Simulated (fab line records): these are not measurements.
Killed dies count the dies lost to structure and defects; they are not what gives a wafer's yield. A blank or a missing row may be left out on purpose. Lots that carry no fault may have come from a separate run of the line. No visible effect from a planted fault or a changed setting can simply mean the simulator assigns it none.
fab line records ; flow sky130
record lots=11; wafers=33; last_day=50
route steps=708 shown VIA1@472 VIA2@521 CAPM@538 CAP2M@605
lots that met no fault: from a run of the same line without faults
start_h: hours from the record's opening day to when the first of the lot's shown wafers began ; wait_h: hours since the lot's step before ; " as in the row above ; L1.1+2: one row covering several wafers at once ; - no value present, or no start provided ; * or withheld: withheld ; < > ~ a bound
route shown NAME@n: NAME is a module with steps in the file, n the number in the route of the first one ; usual: average and standard deviation across the fault-free wafers ; same: alike in all rows ; chamber/n: place in a boat ; sites: each site's reading ; _std_site: how widely they spread, as a standard deviation ; _edge_site: the outer-site mean with the inner-site mean subtracted ; radius_mm: for every site, how far away it sits from the centre of the wafer ; mask NAME#n: copy n ; behind: the tool/chamber that last shaped the wafer ; hold: why the lot was held/for how many hours/how that ended ; device: the n, p or np transistor that did not switch ; end of line: the same wafers' tests at the end of the route ; for a step that has no rows: nothing shown but its recipe ; killed: the dies lost at the first sort to structure and to defects; this is not the yield of the wafer ; map: per-die view of a wafer (x killed, . not killed, _ where there is no die)
set.NAME: the setting that was run; set.NAME@STEP: the one run at that earlier step ; model.NAME: the simulator's own value behind a step, which no gauge read
route steps across a sampled set of lots; one table per step, one row per wafer
services: a tool's chamber out of use, with start hour (start_h, from the record's first day; less than 0 if before it), hours out, and reason
## steps
# step SKY_VIA1_ETCH_14
# recipe chemistry=N2/H2; target=BARC; ion_energy_ev=200; source_w=500; bias_w=100; pressure_mtorr=30; n2_flow_sccm=100; h2_flow_sccm=200; stop_on=SiO2; time_s=45.9; target_depth_a=600
# usual bias_w=100.00/0.3; drypump_motor_current_A=5.7/0.59; oes_product_au=0.860/0.0045; throttle_valve_pct=13.226/0.009
lot.wafer;tool;chamber;start_h;wait_h;bias_w;drypump_motor_current_A;oes_product_au;rf_hours_counter_h;throttle_valve_pct
L206.2;rie_diel-01;3;796.59;0.0;100.49;5.4;0.860;11;13.234
L206.3;rie_diel-01;2;796.59;0.0;100.15;6.6;0.857;23;13.219
L206.6;rie_diel-01;0;796.59;0.0;100.45;6.4;0.857;-;13.228
L208.2;rie_diel-02;1;816.64;0.0;100.33;5.9;0.859;11;13.235
L208.4;rie_diel-02;0;816.64;0.0;99.93;5.2;0.854;13;13.241
L208.5;rie_diel-02;2;816.64;0.0;100.16;5.2;0.855;-;13.219
L210.1;rie_diel-03;3;838.04;0.0;100.02;6.5;0.856;32;13.209
L210.4;rie_diel-03;1;838.04;0.0;99.80;5.7;0.858;10;13.222
L210.6;rie_diel-03;2;838.04;0.0;99.88;4.9;0.857;-;13.233
L212.1;rie_diel-03;2;852.73;0.0;99.51;4.8;0.863;15;13.234
L212.3;rie_diel-03;3;852.73;0.0;99.87;6.5;0.863;32;13.249
L212.4;rie_diel-03;3;852.73;0.0;99.90;6.5;0.863;-;13.224
L213.2;rie_diel-02;3;870.13;0.0;100.38;6.4;0.863;6;13.226
L213.4;rie_diel-02;3;870.13;0.0;100.16;6.4;0.863;-;13.225
L213.5;rie_diel-02;0;870.13;0.0;100.17;5.2;0.860;-;13.226
L220.2;rie_diel-01;1;911.49;0.0;100.23;5.6;0.867;9;13.224
L220.3;rie_diel-01;2;911.49;0.0;100.33;6.6;0.859;1;13.221
L220.5;rie_diel-01;3;911.49;0.0;99.97;5.4;0.855;-;13.221
L223.1;rie_diel-01;2;931.73;0.0;100.12;6.6;0.874;1;13.233
L223.4;rie_diel-01;3;931.73;0.0;100.14;5.4;0.862;15;13.228
L223.6;rie_diel-01;3;931.73;0.0;100.46;5.4;0.863;-;13.222
L224.1;rie_diel-01;0;940.58;0.0;99.68;6.4;0.857;3;13.224
L224.2;rie_diel-01;2;940.58;0.0;99.93;6.6;0.863;1;13.230
L224.3;rie_diel-01;3;940.58;0.0;99.92;5.4;0.866;15;13.234
L225.1;rie_diel-02;0;943.73;0.0;99.69;5.2;0.860;17;13.222
L225.2;rie_diel-02;2;943.73;0.0;100.20;5.2;0.855;10;13.216
L225.6;rie_diel-02;1;943.73;0.0;99.88;6.0;0.857;-;13.207
L226.1;rie_diel-01;0;958.43;0.0;99.66;6.5;0.861;4;13.253
L226.2;rie_diel-01;2;958.43;0.0;99.98;6.6;0.862;2;13.238
L226.6;rie_diel-01;0;958.43;0.0;99.79;6.4;0.859;-;13.219
L228.3;rie_diel-02;0;973.33;0.0;100.44;5.2;0.860;18;13.214
L228.4;rie_diel-02;1;973.33;0.0;99.98;6.0;0.858;15;13.219
L228.5;rie_diel-02;3;973.33;0.0;100.18;6.4;0.864;-;13.235
# step SKY_VIA2_ETCH_14
# recipe chemistry=N2/H2; target=BARC; ion_energy_ev=200; source_w=500; bias_w=100; pressure_mtorr=30; n2_flow_sccm=100; h2_flow_sccm=200; stop_on=SiO2; time_s=45.9; target_depth_a=600
# usual bias_w=100.02/0.27; drypump_motor_current_A=5.8/0.47; oes_product_au=0.855/0.0044; throttle_valve_pct=13.225/0.009
lot.wafer;tool;chamber;start_h;wait_h;bias_w;drypump_motor_current_A;oes_product_au;rf_hours_counter_h;throttle_valve_pct
L206.2;rie_diel-04;0;852.47;0.0;100.35;5.5;0.851;11;13.203
L206.3;rie_diel-04;1;852.47;0.0;99.92;6.2;0.853;7;13.236
L206.6;rie_diel-04;0;852.47;0.0;100.19;5.5;0.859;-;13.216
L208.2;rie_diel-01;3;871.97;0.0;99.77;5.4;0.850;13;13.236
L208.4;rie_diel-01;0;871.97;0.0;100.15;6.4;0.854;-;13.211
L208.5;rie_diel-01;1;871.97;0.0;99.66;5.7;0.854;-;13.223
L210.1;rie_diel-01;0;893.53;0.0;100.35;6.4;0.856;2;13.215
L210.4;rie_diel-01;3;893.53;0.0;100.39;5.4;0.858;14;13.219
L210.6;rie_diel-01;2;893.53;0.0;100.35;6.6;0.853;-;13.205
L212.1;rie_diel-01;2;907.77;0.0;99.91;6.6;0.851;1;13.223
L212.3;rie_diel-01;0;907.77;0.0;94.16;6.4;0.856;2;13.210
L212.4;rie_diel-01;3;907.77;0.0;99.91;5.4;0.854;14;13.232
L213.2;rie_diel-01;0;924.37;0.0;94.51;6.5;0.855;3;13.222
L213.4;rie_diel-01;1;924.37;0.0;99.65;5.7;0.852;9;13.227
L213.5;rie_diel-01;1;924.37;0.0;100.02;5.7;0.858;-;13.222
L220.2;rie_diel-03;1;964.82;0.0;100.17;5.7;0.864;13;13.226
L220.3;rie_diel-03;3;964.82;0.0;100.14;6.5;0.862;1;13.222
L220.5;rie_diel-03;3;964.82;0.0;99.69;6.5;0.856;-;13.241
L223.1;rie_diel-04;1;983.22;0.0;100.15;6.2;0.857;11;13.237
L223.4;rie_diel-04;2;983.22;0.0;99.69;5.4;0.858;6;13.214
L223.6;rie_diel-04;0;983.22;0.0;99.85;5.5;0.859;-;13.225
L224.1;rie_diel-01;1;991.52;0.0;99.71;5.7;0.856;11;13.231
L224.2;rie_diel-01;3;991.52;0.0;99.97;5.4;0.861;17;13.200
L224.3;rie_diel-01;2;991.52;0.0;99.80;6.6;0.852;3;13.232
L225.1;rie_diel-04;2;995.38;0.0;100.26;5.4;0.861;6;13.229
L225.2;rie_diel-04;1;995.38;0.0;99.87;6.2;0.858;12;13.221
L225.6;rie_diel-04;1;995.38;0.0;100.13;6.2;0.858;-;13.240
L226.1;rie_diel-03;3;1008.98;0.0;100.53;6.5;0.854;2;13.215
L226.2;rie_diel-03;0;1008.98;0.0;99.82;5.6;0.857;18;13.224
L226.6;rie_diel-03;1;1008.98;0.0;100.20;5.6;0.856;-;13.219
L228.3;rie_diel-01;3;1023.02;0.0;100.31;5.4;0.855;18;13.233
L228.4;rie_diel-01;0;1023.02;0.0;100.17;6.4;0.858;5;13.233
L228.5;rie_diel-01;1;1023.02;0.0;100.11;5.7;0.858;-;13.213
# step SKY_CAPM_THK_MEAS_01
# recipe reads=SiO2_of_CAPM_CVD_00
# usual CAPM_CVD_00_THK=15.60/0.26
lot.wafer;tool;chamber;start_h;wait_h;CAPM_CVD_00_THK[nm]
L206.2;film_metro-02;-;854.07;-;15.51
L206.3;film_metro-02;-;854.07;-;15.21
L206.6;film_metro-02;-;854.07;-;15.57
L208.2;film_metro-02;-;873.63;-;15.52
L208.4;film_metro-02;-;873.63;-;16.06
L208.5;film_metro-02;-;873.63;-;15.36
L210.1;film_metro-02;-;895.07;-;15.16
L210.4;film_metro-02;-;895.07;-;15.99
L210.6;film_metro-02;-;895.07;-;15.63
L212.1;film_metro-03;-;909.34;-;15.40
L212.3;film_metro-03;-;909.34;-;15.47
L212.4;film_metro-03;-;909.34;-;15.63
L213.2;film_metro-04;-;925.92;-;15.78
L213.4;film_metro-04;-;925.92;-;15.66
L213.5;film_metro-04;-;925.92;-;15.62
L220.2;film_metro-04;-;966.37;-;15.42
L220.3;film_metro-04;-;966.37;-;15.83
L220.5;film_metro-04;-;966.37;-;15.66
L223.1;film_metro-03;-;984.76;-;15.19
L223.4;film_metro-03;-;984.76;-;16.05
L223.6;film_metro-03;-;984.76;-;15.52
L224.1;film_metro-04;-;993.11;-;15.64
L224.2;film_metro-04;-;993.11;-;15.22
L224.3;film_metro-04;-;993.11;-;15.10
L225.1;film_metro-02;-;996.93;-;15.19
L225.2;film_metro-02;-;996.93;-;15.47
L225.6;film_metro-02;-;996.93;-;15.53
L226.1;film_metro-03;-;1010.53;-;15.32
L226.2;film_metro-03;-;1010.53;-;15.63
L226.6;film_metro-03;-;1010.53;-;15.51
L228.3;film_metro-02;-;1024.62;-;15.57
L228.4;film_metro-02;-;1024.62;-;15.80
L228.5;film_metro-02;-;1024.62;-;15.87
# step SKY_CAP2M_SPUTTER_02
# recipe material=TiN; target_thk_nm=200; temp_c=300; power_w=6244; time_s=166.7; chamber_pressure_pa=0.4
# usual throttle_valve_pct=29.8/1
lot.wafer;tool;chamber;start_h;wait_h;throttle_valve_pct
L206.2;pvd_sputter-03;-;935.01;0.0;31.4
L206.3;pvd_sputter-03;-;935.01;0.0;28.3
L206.6;pvd_sputter-03;-;935.01;0.0;29.6
L208.2;pvd_sputter-02;-;954.32;0.0;29.4
L208.4;pvd_sputter-02;-;954.32;0.0;29.0
L208.5;pvd_sputter-02;-;954.32;0.0;29.0
L210.1;pvd_sputter-04;-;971.97;0.1;30.9
L210.4;pvd_sputter-04;-;971.97;0.1;30.9
L210.6;pvd_sputter-04;-;971.97;0.1;30.7
L212.1;pvd_sputter-02;-;987.07;0.1;28.1
L212.3;pvd_sputter-02;-;987.07;0.1;28.0
L212.4;pvd_sputter-02;-;987.07;0.1;29.3
L213.2;pvd_sputter-04;-;1002.78;0.0;30.4
L213.4;pvd_sputter-04;-;1002.78;0.0;30.6
L213.5;pvd_sputter-04;-;1002.78;0.0;28.7
L220.2;pvd_sputter-04;-;1041.09;0.0;30.7
L220.3;pvd_sputter-04;-;1041.09;0.0;30.6
L220.5;pvd_sputter-04;-;1041.09;0.0;30.6
L223.1;pvd_sputter-04;-;1056.82;0.1;28.6
L223.4;pvd_sputter-04;-;1056.82;0.1;31.1
L223.6;pvd_sputter-04;-;1056.82;0.1;30.7
L224.1;pvd_sputter-04;-;1065.40;0.1;30.5
L224.2;pvd_sputter-04;-;1065.40;0.1;30.5
L224.3;pvd_sputter-04;-;1065.40;0.1;31.0
L225.1;pvd_sputter-04;-;1068.42;0.1;30.7
L225.2;pvd_sputter-04;-;1068.42;0.1;28.6
L225.6;pvd_sputter-04;-;1068.42;0.1;31.1
L226.1;pvd_sputter-04;-;1080.64;0.1;30.8
L226.2;pvd_sputter-04;-;1080.64;0.1;28.9
L226.6;pvd_sputter-04;-;1080.64;0.1;30.3
L228.3;pvd_sputter-03;-;1092.98;0.0;31.2
L228.4;pvd_sputter-03;-;1092.98;0.0;29.2
L228.5;pvd_sputter-03;-;1092.98;0.0;31.5
## services
tool;chamber;start_h;hours;kind
rie_diel-02;-;787.82;2.8;pm
rie_diel-01;0;804.01;-;clean
rie_diel-01;0;804.01;23.6;scheduled_down
rie_diel-01;0;804.01;23.6;vent_cycle
rie_diel-03;1;848.87;39.3;repair
rie_diel-01;2;850.89;-;clean
rie_diel-01;2;850.89;23.5;scheduled_down
rie_diel-01;2;850.89;23.5;vent_cycle
rie_diel-04;-;854.65;0.6;repair
rie_diel-04;1;860.03;1.4;repair
rie_diel-02;1;869.65;4.2;repair
rie_diel-03;3;889.32;7.5;repair
pvd_sputter-03;-;893.67;2.5;repair
rie_diel-03;3;896.86;-;clean
rie_diel-03;3;896.86;37.8;scheduled_down
rie_diel-04;3;939.36;9.7;repair
rie_diel-02;-;950.67;0.4;repair
rie_diel-04;3;985.38;8.4;repair
rie_diel-04;1;1030.59;3.0;repair
rie_diel-02;1;1052.08;57.6;repair
pvd_sputter-02;-;1064.29;6.9;repair
rie_diel-04;3;1073.49;4.2;repair
rie_diel-03;0;1088.33;5.5;repair
pvd_sputter-02;-;1088.73;0.6;repair
## key
first_sign step=SKY_VIA2_ETCH_14; reading=bias_w; direction=down; sigmas=21; usual=100.02; struck=94.34
effect none on later readings
met_at SKY_VIA2_ETCH_14
struck_lots L212,L213
struck_wafers L212.3,L213.2
not_acting_at SKY_VIA1_ETCH_14,SKY_CAPM_THK_MEAS_01,SKY_CAP2M_SPUTTER_02
onset_between 893.53 907.77
fault kind=process_parameter_drift; tool=rie_diel-01; chamber=0; onset_h=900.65; steps=SKY_VIA2_ETCH_14; channel=bias_w; offset=-5.6588; shape=step; end_h=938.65; acts_in=these_recipes_only; stated=100
